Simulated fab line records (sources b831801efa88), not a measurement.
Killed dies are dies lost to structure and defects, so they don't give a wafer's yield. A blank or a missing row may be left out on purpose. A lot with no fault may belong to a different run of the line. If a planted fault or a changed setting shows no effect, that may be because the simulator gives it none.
Commonality check across tools / flow gf180mcu / Sample size 10 lots and 30 wafers

## REASON IT WAS OPENED
2 of 10 lots carry a flag on the reading MIM_ALCU_RS at GF_MIM_RS_MEAS_10. No-fault wafers: 0.1601 ohm/sq, standard deviation 0.0012.
Rule: a lot gets a flag if all its wafers with a number sit over 4 standard deviations from that mean, or if no wafer of it has a number. The other lots count as sound.

lot=L208; measured=day 24 19:38; on=film-metro-04; MIM_ALCU_RS (ohm/sq), wafer by wafer=0.1607 0.1613 0.1606; flag=
lot=L212; measured=day 26 00:47; on=film-metro-04; MIM_ALCU_RS (ohm/sq), wafer by wafer=0.1593 0.1592 0.1596; flag=
lot=L213; measured=day 26 12:02; on=film-metro-04; MIM_ALCU_RS (ohm/sq), wafer by wafer=0.1592 0.1588 0.1568; flag=
lot=L214; measured=day 26 16:49; on=film-metro-03; MIM_ALCU_RS (ohm/sq), wafer by wafer=0.1609 0.1600 0.1607; flag=
lot=L218; measured=day 27 19:07; on=film-metro-02; MIM_ALCU_RS (ohm/sq), wafer by wafer=0.1611 0.1622 0.1609; flag=
lot=L220; measured=day 28 09:22; on=film-metro-04; MIM_ALCU_RS (ohm/sq), wafer by wafer=0.1600 0.1602 0.1621; flag=
lot=L221; measured=day 28 11:00; on=film-metro-03; MIM_ALCU_RS (ohm/sq), wafer by wafer=0.1516 0.1519 0.1505; flag=FLAGGED
lot=L223; measured=day 29 05:19; on=film-metro-04; MIM_ALCU_RS (ohm/sq), wafer by wafer=0.1526 0.1522 0.1519; flag=FLAGGED
lot=L226; measured=day 29 21:31; on=film-metro-02; MIM_ALCU_RS (ohm/sq), wafer by wafer=0.1595 0.1598 0.1589; flag=
lot=L229; measured=day 30 16:04; on=film-metro-04; MIM_ALCU_RS (ohm/sq), wafer by wafer=0.1608 0.1604 0.1580; flag=
The numbers of the flagged lots are 0.1518 ohm/sq on average: -0.0083 ohm/sq against the usual, or -7 standard deviations.

## LOT BY LOT: THE TOOL USED
The record holds 1 process step before the reading, out of a route of 602 steps. In each cell: the tool, then ch and the chambers that the sampled wafers went through, then the start.
lot=L208; flag=; GF_MIM_SPUTTER_08=pvd-sputter-04, day 24 19:32
lot=L212; flag=; GF_MIM_SPUTTER_08=pvd-sputter-02, day 26 00:44
lot=L213; flag=; GF_MIM_SPUTTER_08=pvd-sputter-02, day 26 11:57
lot=L214; flag=; GF_MIM_SPUTTER_08=pvd-sputter-01, day 26 16:45
lot=L218; flag=; GF_MIM_SPUTTER_08=pvd-sputter-04, day 27 19:03
lot=L220; flag=; GF_MIM_SPUTTER_08=pvd-sputter-02, day 28 09:15
lot=L221; flag=FLAGGED; GF_MIM_SPUTTER_08=pvd-sputter-04, day 28 10:57
lot=L223; flag=FLAGGED; GF_MIM_SPUTTER_08=pvd-sputter-04, day 29 05:16
lot=L226; flag=; GF_MIM_SPUTTER_08=pvd-sputter-02, day 29 21:28
lot=L229; flag=; GF_MIM_SPUTTER_08=pvd-sputter-01, day 30 15:58
What the steps here do:
- GF_MIM_SPUTTER_08: material AlCu, target thk 200 nm, time 10.6 s.
- GF_MIM_RS_MEAS_10: measures by four-point-probe.

## FLAGGED OVER TOTAL, TOOL BY TOOL (the gauges that took the reading come last)
step=GF_MIM_SPUTTER_08; tool=pvd-sputter-01; lots run=2; flagged=0; share of the flagged lots=none; sound lots run after its first flagged lot=-
step=GF_MIM_SPUTTER_08; tool=pvd-sputter-02; lots run=4; flagged=0; share of the flagged lots=none; sound lots run after its first flagged lot=-
step=GF_MIM_SPUTTER_08; tool=pvd-sputter-04; lots run=4; flagged=2; share of the flagged lots=all; sound lots run after its first flagged lot=0
step=GF_MIM_RS_MEAS_10; tool=film-metro-02; lots run=2; flagged=0; share of the flagged lots=none; sound lots run after its first flagged lot=-
step=GF_MIM_RS_MEAS_10; tool=film-metro-03; lots run=2; flagged=1; share of the flagged lots=some; sound lots run after its first flagged lot=0
step=GF_MIM_RS_MEAS_10; tool=film-metro-04; lots run=6; flagged=1; share of the flagged lots=some; sound lots run after its first flagged lot=1 (L229)

## WHAT THE TABLE ALLOWS
Rows of the table that ran each flagged lot: 1, that is pvd-sputter-04 at GF_MIM_SPUTTER_08.
- pvd-sputter-04 at GF_MIM_SPUTTER_08 ran 4 lots, 2 of them flagged. It ran its last sound lot, L218, at day 27 19:03 and its first flagged lot, L221, at day 28 10:57: a fault with its onset between the two fits. Its own readings lie more than 4 standard deviations out on every wafer of the flagged lots: cathode-dc-power-W.
What remains is a single tool, pvd-sputter-04 at GF_MIM_SPUTTER_08.

## WHAT THE SIMULATOR PUT IN
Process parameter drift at GF_MIM_SPUTTER_08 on pvd-sputter-04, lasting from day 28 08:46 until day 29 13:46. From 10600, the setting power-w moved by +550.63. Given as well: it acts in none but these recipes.
Struck lots among those shown: L221, L223. The rule above found the same.
